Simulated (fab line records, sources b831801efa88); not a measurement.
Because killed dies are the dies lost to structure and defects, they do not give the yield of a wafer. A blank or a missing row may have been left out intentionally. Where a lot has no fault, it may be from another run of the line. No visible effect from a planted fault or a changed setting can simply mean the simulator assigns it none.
One fault through the eyes of 2 desks	flow sky130	each desk has only its own numbers; what lay behind them comes last

== THE METROLOGY DESK ==
What the gauges read for every lot (on any tool): the sampled wafers with a number, averaged. Marked OUT: a lot whose mean sits more than 4 standard deviations from the usual mean, which makes it out of limits; the brackets give that distance.
Columns: A = SONOS_ONO_CVD_04_THK at SKY_SONOS_ONO_THK_MEAS_05, usual 5.64 nm; B = SONOS_ONO_OVL at SKY_SONOS_ONO_OVL_MEAS_14, usual 0.7 nm
lot	first seen here	A	B
L375	day 12 17:10	5.60	1.3
L378	day 13 12:53	5.69	-0.2
L379	day 14 00:46	5.69	1.1
L380	day 14 08:03	5.45	0.2
L383	day 15 01:42	5.64	-0.2
L384	day 15 10:55	5.65	1.4
L385	day 16 03:31	5.49	1.5
L386	day 16 11:00	5.64	-0.9
L388	day 17 04:46	5.54	0.0
L389	day 17 04:46	5.71	1.1
L390	day 17 13:05	5.57	-1.0
L395	day 19 12:46	5.61	1.3
This desk's verdict: no lot among the 12 shows anything out of limits.

== AT THE TOOL OWNER'S DESK: litho_track-02 ==
The tool's own readings at SKY_LDD_N_COAT_02 (resist thk 300 nm): means of the sampled wafers that have a number, for each lot that ran on this tool. Marked OUT: a lot whose mean sits more than 4 standard deviations from the usual mean, which makes it out of limits; the brackets give that distance.
Columns: A = chill_plate_temp_C at SKY_LDD_N_COAT_02, usual 23.01 C
lot	first seen here	A
L378	day 19 06:08	23.03
L380	day 20 04:55	23.03
L383	day 21 02:59	23.02
L385	day 22 05:46	22.87
L388	day 23 06:49	23.08
L390	day 23 16:49	22.98
This desk's verdict: no lot among the 6 shows anything out of limits.

== TAKEN TOGETHER ==
Nothing out of limits was seen by the metrology desk.
The tool owner's desk saw nothing out of limits.

== WHAT THE SIMULATOR HAD PUT IN ==
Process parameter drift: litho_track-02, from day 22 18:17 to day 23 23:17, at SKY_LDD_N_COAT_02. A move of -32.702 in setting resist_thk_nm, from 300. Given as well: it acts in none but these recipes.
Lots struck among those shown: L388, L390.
